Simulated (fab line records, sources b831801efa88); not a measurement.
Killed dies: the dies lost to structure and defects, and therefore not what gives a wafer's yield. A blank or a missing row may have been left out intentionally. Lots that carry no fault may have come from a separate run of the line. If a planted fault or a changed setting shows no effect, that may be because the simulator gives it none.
fab line records    flow sky130
record lots=13  wafers=37  lastDay=50
route steps=708 shown LOCAL_INTERCONNECT@387
lots untouched by any fault: they come from a run of this same line in which no faults occurred
startH: hours from the record's first day to the start of the lot's first wafer shown    waitH: hours since the lot's step before    " the same as in the row above    L1.1+2: a single row standing in for several wafers    - no value, or no start given    * or withheld: withheld    < > ~ a bound
route shown NAME@n: names a module that has steps shown in the file, with the first one's number in the route    usual: mean/standard deviation of fault-free wafers    same: alike in all rows    chamber/n: place in a boat    sites: the reading at each site    _std_site: standard deviation of those values    _edge_site: mean of outer sites minus mean of inner sites    radiusMm: how far each site lies from the wafer's centre    mask NAME#n: copy n    behind: the last tool/chamber to shape the wafer    hold: the reason the lot was held/the length of the hold in hours/how it ended    device: transistor that didn't switch, given as n, p or np    end of line: the tests these same wafers got at the end of their route    a step without rows: its recipe alone    killed: not the wafer's yield, but the dies lost to structure and defects at the first sort    map: dies across one wafer; x = killed, . = not, _ = none there
set.NAME: the setting the step ran with; set.NAME@STEP: the setting that earlier step ran with    model.NAME: the simulator's own value behind a step, which no gauge read
the route's steps for a sample of lots (tables are steps, rows are wafers)
services: from which hour (startH, from the record's first day; less than 0 if before it) a tool's chamber was out of use, for how many hours, and why
## steps
# step SKY_LOCAL_INTERCONNECT_SPUTTER_00
# recipe material=TiN  targetThkNm=100  tempC=300  powerW=6500  timeS=83.3  chamberPressurePa=0.4
# usual throttleValvePct=29.3/0.86
lot.wafer  tool           chamber  startH  waitH  throttleValvePct
L192.1     pvdSputter-01  -        677.77  0.1    30.0
L192.2     "              -        "       "      28.9
L192.6     "              -        "       "      28.4
L193.3     pvdSputter-03  -        684.52  0.2    31.1
L193.5     "              -        "       "      30.0
L193.6     "              -        "       "      31.0
L194.1     pvdSputter-01  -        699.61  0.1    29.0
L194.4     "              -        "       "      28.3
L194.6     "              -        "       "      28.3
L195.3     pvdSputter-03  -        706.24  0.1    29.0
L195.5     "              -        "       "      31.2
L195.6     "              -        "       "      29.4
L196.1     pvdSputter-03  -        712.21  0.2    28.5
L196.3     "              -        "       "      31.0
L196.4     "              -        "       "      30.1
L198.2     pvdSputter-04  -        726.29  0.2    27.9
L198.3     "              -        "       "      29.3
L198.4     "              -        "       "      28.2
L197.1     pvdSputter-03  -        726.97  0.2    31.0
L197.2     "              -        "       "      29.9
L197.4     "              -        "       "      28.7
L199.1     pvdSputter-04  -        737.22  0.2    28.7
L199.2     "              -        "       "      30.1
L199.5     "              -        "       "      28.6
L207.1     pvdSputter-04  -        810.71  0.2    29.9
L207.3     "              -        "       "      29.1
L207.6     "              -        "       "      29.0
L208.1     pvdSputter-04  -        816.47  0.2    27.9
L208.2     "              -        "       "      29.0
L209.1     pvdSputter-04  -        819.34  0.2    29.8
L209.6     "              -        "       "      29.7
L210.2     pvdSputter-01  -        824.27  0.1    29.6
L210.4     "              -        "       "      29.0
L210.6     "              -        "       "      29.2
L213.2     pvdSputter-03  -        842.81  0.1    28.7
L213.3     "              -        "       "      29.3
L213.6     "              -        "       "      29.7
# step SKY_LOCAL_INTERCONNECT_RS_MEAS_01
# recipe thkMeasGauge=four-point-probe  reads=TiN_of_LOCAL_INTERCONNECT_SPUTTER_00
# usual LOCAL_INTERCONNECT_TIN_RS=14.12/0.14
lot.wafer  tool          chamber  startH  waitH  LOCAL_INTERCONNECT_TIN_RS[ohm/sq]
L192.1     filmMetro-03  -        677.84  0.0    14.09
L192.2     "             -        "       "      14.09
L192.6     "             -        "       "      14.21
L193.3     filmMetro-01  -        684.63  0.1    14.04
L193.5     "             -        "       "      13.88
L193.6     "             -        "       "      13.98
L194.1     filmMetro-03  -        699.67  0.0    14.28
L194.4     "             -        "       "      14.23
L194.6     "             -        "       "      14.31
L195.3     filmMetro-04  -        706.34  0.1    14.16
L195.5     "             -        "       "      14.13
L195.6     "             -        "       "      14.12
L196.1     filmMetro-04  -        712.27  0.0    14.00
L196.3     "             -        "       "      13.91
L196.4     "             -        "       "      13.92
L198.2     filmMetro-04  -        726.37  0.1    13.90
L198.3     "             -        "       "      13.81
L198.4     "             -        "       "      13.95
L197.1     filmMetro-04  -        727.03  0.0    14.04
L197.2     "             -        "       "      14.08
L197.4     "             -        "       "      14.14
L199.1     filmMetro-04  -        737.28  0.0    14.11
L199.2     "             -        "       "      14.17
L199.5     "             -        "       "      14.11
L207.1     filmMetro-03  -        810.77  0.0    13.36
L207.3     "             -        "       "      14.08
L207.6     "             -        "       "      14.10
L208.1     filmMetro-01  -        816.54  0.0    13.43
L208.2     "             -        "       "      14.28
L209.1     filmMetro-04  -        819.42  0.0    13.15
L209.6     "             -        "       "      13.99
L210.2     filmMetro-03  -        824.36  0.1    14.22
L210.4     "             -        "       "      14.21
L210.6     "             -        "       "      14.18
L213.2     filmMetro-04  -        842.89  0.1    14.11
L213.3     "             -        "       "      14.28
L213.6     "             -        "       "      14.16
# step SKY_LOCAL_INTERCONNECT_THK_MEAS_02
# recipe thkMeasGauge=xrf  reads=TiN_of_LOCAL_INTERCONNECT_SPUTTER_00
# usual LOCAL_INTERCONNECT_TIN_THK=98.7/0.98
lot.wafer  tool          chamber  startH  waitH  LOCAL_INTERCONNECT_TIN_THK[nm]
L192.1     filmMetro-03  -        677.96  0.1    99.5
L192.2     "             -        "       "      99.2
L192.6     "             -        "       "      98.6
L193.3     filmMetro-01  -        684.73  0.1    99.2
L193.5     "             -        "       "      100.7
L193.6     "             -        "       "      99.8
L194.1     filmMetro-03  -        699.79  0.1    97.8
L194.4     "             -        "       "      97.8
L194.6     "             -        "       "      97.8
L195.3     filmMetro-04  -        706.44  0.1    97.9
L195.5     "             -        "       "      98.4
L195.6     "             -        "       "      98.1
L196.1     filmMetro-04  -        712.39  0.1    99.4
L196.3     "             -        "       "      100.3
L196.4     "             -        "       "      99.8
L198.2     filmMetro-04  -        726.48  0.1    100.2
L198.3     "             -        "       "      100.3
L198.4     "             -        "       "      99.6
L197.1     filmMetro-04  -        727.15  0.1    98.9
L197.2     "             -        "       "      99.1
L197.4     "             -        "       "      98.0
L199.1     filmMetro-04  -        737.40  0.1    98.0
L199.2     "             -        "       "      98.1
L199.5     "             -        "       "      98.7
L207.1     filmMetro-03  -        810.89  0.1    103.3
L207.3     "             -        "       "      98.4
L207.6     "             -        "       "      98.6
L208.1     filmMetro-01  -        816.66  0.1    103.8
L208.2     "             -        "       "      97.9
L209.1     filmMetro-04  -        819.54  0.1    105.1
L209.6     "             -        "       "      98.9
L210.2     filmMetro-03  -        824.47  0.1    98.7
L210.4     "             -        "       "      98.7
L210.6     "             -        "       "      98.5
L213.2     filmMetro-04  -        843.00  0.1    98.5
L213.3     "             -        "       "      97.9
L213.6     "             -        "       "      98.3
# step SKY_LOCAL_INTERCONNECT_METAL_ETCH_14
# recipe targetDepthNm=110  stopOn=PSG  chemistry=Cl2/BCl3  target=TiN  resistSidewallDeg=88  pressureMtorr=10  icpW=900  biasW=48.5  Cl2_flow_sccm=60  bcl3FlowSccm=30  timeS=31.4
# usual drypumpMotorCurrentA=5.4/0.39  heBacksideLeakSccm=3.28/0.22  oesProductAu=0.942/0.0064  throttleValvePct=21.899/0.0096
lot.wafer  tool         chamber  startH  waitH  drypumpMotorCurrentA  heBacksideLeakSccm  oesProductAu  rfHoursCounterH  throttleValvePct
L192.1     rieMetal-03  1        706.37  0.0    5.0                   3.37                0.945         6                21.888
L192.2     "            0        "       "      5.1                   3.20                0.945         12               21.898
L192.6     "            0        "       "      5.1                   3.24                0.938         -                21.900
L193.3     rieMetal-03  0        713.09  0.0    5.1                   3.14                0.945         -                21.895
L193.5     "            0        "       "      5.1                   3.05                0.953         -                21.903
L193.6     "            1        "       "      5.0                   3.24                0.946         -                21.885
L194.1     rieMetal-02  1        727.43  0.0    6.0                   3.23                0.937         2                21.896
L194.4     "            0        "       "      5.7                   3.38                0.938         -                21.912
L194.6     "            0        "       "      5.7                   3.24                0.934         -                21.893
L195.3     rieMetal-02  0        733.85  0.0    5.7                   3.47                0.943         -                21.906
L195.5     "            1        "       "      6.0                   2.91                0.941         -                21.905
L195.6     "            0        "       "      5.7                   3.46                0.952         -                21.899
L196.1     rieMetal-02  0        740.08  0.0    5.7                   3.53                0.951         9                21.883
L196.3     "            0        "       "      5.7                   3.37                0.956         -                21.891
L196.4     "            1        "       "      6.0                   3.15                0.954         -                21.892
L198.2     rieMetal-01  1        753.79  0.0    5.2                   3.69                0.946         10               21.901
L198.3     "            1        "       "      5.2                   3.81                0.953         -                21.890
L198.4     "            0        "       "      5.7                   3.30                0.944         -                21.895
L197.1     rieMetal-03  1        754.68  0.0    4.9                   3.10                0.939         7                21.901
L197.2     "            0        "       "      5.1                   3.01                0.946         13               21.888
L197.4     "            0        "       "      5.1                   3.26                0.944         -                21.905
L199.1     rieMetal-03  0        765.07  0.0    5.1                   3.20                0.936         13               21.908
L199.2     "            1        "       "      5.0                   3.08                0.933         7                21.904
L199.5     "            0        "       "      5.1                   3.14                0.945         -                21.891
L207.1     rieMetal-03  1        836.93  0.0    5.0                   3.05                0.982         11               21.888
L207.3     "            1        "       "      4.9                   3.18                0.939         -                21.904
L207.6     "            0        "       "      5.1                   2.87                0.945         -                21.907
L208.1     rieMetal-03  0        842.64  0.0    5.1                   3.15                0.969         0                21.884
L208.2     "            1        "       "      4.9                   3.19                0.934         11               21.895
L209.1     rieMetal-02  0        845.93  0.0    5.7                   3.63                0.983         13               21.867
L209.6     "            0        "       "      5.7                   3.43                0.943         -                21.884
L210.2     rieMetal-02  1        850.52  0.0    6.0                   3.14                0.934         6                21.912
L210.4     "            0        "       "      5.7                   3.41                0.940         -                21.907
L210.6     "            1        "       "      6.0                   3.09                0.932         -                21.896
L213.2     rieMetal-03  0        868.77  0.0    5.1                   3.04                0.938         2                21.886
L213.3     "            1        "       "      5.0                   3.02                0.929         -                21.917
L213.6     "            1        "       "      4.9                   2.99                0.941         -                21.903
## services
tool           chamber  startH  hours  kind
pvdSputter-03  -        666.45  0.9    repair
pvdSputter-04  -        672.37  7.4    repair
rieMetal-02    -        681.95  0.7    repair
rieMetal-01    0        685.43  -      clean
rieMetal-01    0        685.43  16.6   scheduledDown
rieMetal-01    0        685.43  16.6   ventCycle
pvdSputter-03  -        768.61  11.9   repair
rieMetal-03    0        810.55  -      clean
rieMetal-03    0        810.55  21.1   scheduledDown
rieMetal-03    0        810.55  21.1   ventCycle
rieMetal-02    -        817.24  1.4    pm
rieMetal-01    -        842.14  0.2    repair
pvdSputter-01  -        855.56  1.3    repair
rieMetal-03    -        857.08  2.8    pm
## key
firstSign step=SKY_LOCAL_INTERCONNECT_RS_MEAS_01  reading=LOCAL_INTERCONNECT_TIN_RS  direction=down  sigmas=6  usual=14.12  struck=13.31
effect step=SKY_LOCAL_INTERCONNECT_THK_MEAS_02  reading=LOCAL_INTERCONNECT_TIN_THK  direction=up  sigmas=5.4  usual=98.7  struck=104.1
effect step=SKY_LOCAL_INTERCONNECT_METAL_ETCH_14  reading=oesProductAu  direction=up  sigmas=5.6  usual=0.942  struck=0.978
metAt SKY_LOCAL_INTERCONNECT_SPUTTER_00
struckLots L207,L208,L209
struckWafers L207.1,L208.1,L209.1
testerLeftOut L207,L208,L209
onsetBetween 737.22 810.71
fault kind=processParameterDrift  tool=pvdSputter-04  chamber=-  onsetH=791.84  steps=SKY_LOCAL_INTERCONNECT_SPUTTER_00  channel=timeS  offset=*  shape=step  endH=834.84  scope=struckWafersOnly  actsIn=*  stated=*
# testerLeftOut: of these lots the tester's yield and bins aren't shown, on N5 and GAA mostly nor the transistor test; their killed dies are dies lost to structure and defects alone, not to doping, threshold or leakage, so they don't give the yield
